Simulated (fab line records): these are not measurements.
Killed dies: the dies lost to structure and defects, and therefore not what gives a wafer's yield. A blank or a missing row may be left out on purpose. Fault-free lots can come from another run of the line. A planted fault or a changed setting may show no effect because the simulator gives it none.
Struck lot and sound lot, side by side ; flow sfqLine ; 15 out of 325 route steps
Sound: these wafers, L238.1, L238.3, L238.4. Struck: wafer L251.5 (L251.3, L251.6, from the same lot, were not struck and are left out); the cause is given at the end.
For every step that has rows: the tool of each side, followed by ch and its chambers, followed by its first start. Under that, the readings that differ: sound wafers ; struck wafers ; difference of the means ; sigmas: that difference in standard deviations of wafers without a fault.
alike: same words and numbers on both sides, and readings whose means sit less than 2 such deviations apart. not compared: any withheld reading, any reading some wafer has no value for, any bound like >300 that may hide the same value, and any number with overlapping values for which the record gives no deviation.
Wherever a step has rows on one side only, a row that says differs or no value, or a row with sigmas, the two part there. When numbers do not overlap yet have no deviation, they are printed without sigmas and do not part them. A reading that every wafer of one side lacks parts them only if that side has two wafers or more.

first, 1 step without rows for these wafers: SFQ_TRILAYER_M6_STRIP_SOLV_CLEAN_164 (cleans in NMP, time 600 s).
SFQ_TRILAYER_I6_DEP_PECVD_165: deposits SiO2 from SiH4/N2O, time 111.11 s, target thk 500 nm.
  sound on pecvd-01 ch 0,1,2, day 60 20:56; struck on pecvd-04 ch 0, day 70 01:01
  alike: heaterPowerW, rfFwdPowerW, throttleValvePct
SFQ_TRILAYER_I6_CMP_CMP_166: polishes SiO2.
  sound on cmp-01 ch 0,1,2, day 61 02:20; struck on cmp-02 ch 1, day 70 04:23
  alike: motorCurrentA, timeToEndpointS
SFQ_I6_BOW_MEAS_941:
  sound on filmMetro-01 at day 61 04:50; struck on filmMetro-02 at day 70 05:56
  alike: I6_BOW
SFQ_TRILAYER_I6_METRO_MEASURE_167:
  sound on filmMetro-01 at day 61 04:58; struck on filmMetro-02 at day 70 06:25
reading;sound;struck;difference;sigmas
thkNm (nm);202.8 200.5 201.4;199.1;-2.5;-2
then, 6 steps without rows for these wafers: SFQ_TRILAYER_I6_VIA_LITHO_COAT_174 (resist thk 62 nm); SFQ_TRILAYER_I6_VIA_LITHO_COAT_169 (resist thk 650 nm); SFQ_TRILAYER_I6_VIA_LITHO_SOFTBAKE_173; SFQ_TRILAYER_I6_VIA_LITHO_EXPOSE_170 (exposes mask I6, target cd 700 nm); SFQ_TRILAYER_I6_VIA_LITHO_PEB_172 (peb time 60 s); SFQ_TRILAYER_I6_VIA_LITHO_DEVELOP_171 (time 60 s).
-- the record jumps here: 4 days lie between the struck wafers' starts before and after --
SFQ_I6_OVL_MEAS_942:
  sound on overlay-01 at day 66 03:05; struck on overlay-02 at day 74 04:33
reading;sound;struck;difference;sigmas
I6_OVL (nm);1 -4 0;7;+8;+2
SFQ_TRILAYER_I6_VIA_BARC_OPEN_VIA_ETCH_235: etches BARC in O2, target depth 125 nm, time 41.7 s.
  sound on rieDiel-01 ch 0,1,2, day 66 03:08; struck on rieDiel-01 ch 1, day 74 04:34
reading;sound;struck;difference;sigmas
oesProductAu (a.u.);0.687 0.690 0.682;0.604;-0.082;-18
runLengthS (s);70.9 70.4 69.1;85.2;+15.1;+28
model.KrF_of_TRILAYER_I6_VIA_LITHO_COAT_169.thkNm (nm);571.4 573 571.1;550.1;-21.7;
  alike: drypumpMotorCurrentA, rfFwdPowerW
  not compared: rfHoursCounterH
SFQ_TRILAYER_I6_VIA_ETCH_VIA_ETCH_172: etches SiO2 in CHF3, stops on Nb, target depth 260 nm.
  sound on rieDiel-01 ch 0,1,2, day 66 03:10; struck on rieDiel-01 ch 1, day 74 04:37
reading;sound;struck;difference;sigmas
oesProductAu (a.u.);0.856 0.854 0.858;0.846;-0.010;-2
model.KrF_of_TRILAYER_I6_VIA_LITHO_COAT_169.thkNm (nm);526.4 529.4 525.6;504.6;-22.5;
  alike: drypumpMotorCurrentA, rfFwdPowerW
SFQ_TRILAYER_I6_VIA_STRIP_STRIP_173: strips in O2.
  sound on rieMetal-04 ch 0,1, day 66 03:17; struck on rieMetal-03 ch 0, day 74 04:56
  alike: drypumpMotorCurrentA, oesProductAu
  not compared: rfHoursCounterH

WHERE THEY PART
First at SFQ_TRILAYER_I6_METRO_MEASURE_167; last, within this record, at SFQ_TRILAYER_I6_VIA_ETCH_VIA_ETCH_172. Later steps at which nothing parts them and some readings are alike: SFQ_TRILAYER_I6_VIA_STRIP_STRIP_173.

WHY: whatever the simulator had introduced
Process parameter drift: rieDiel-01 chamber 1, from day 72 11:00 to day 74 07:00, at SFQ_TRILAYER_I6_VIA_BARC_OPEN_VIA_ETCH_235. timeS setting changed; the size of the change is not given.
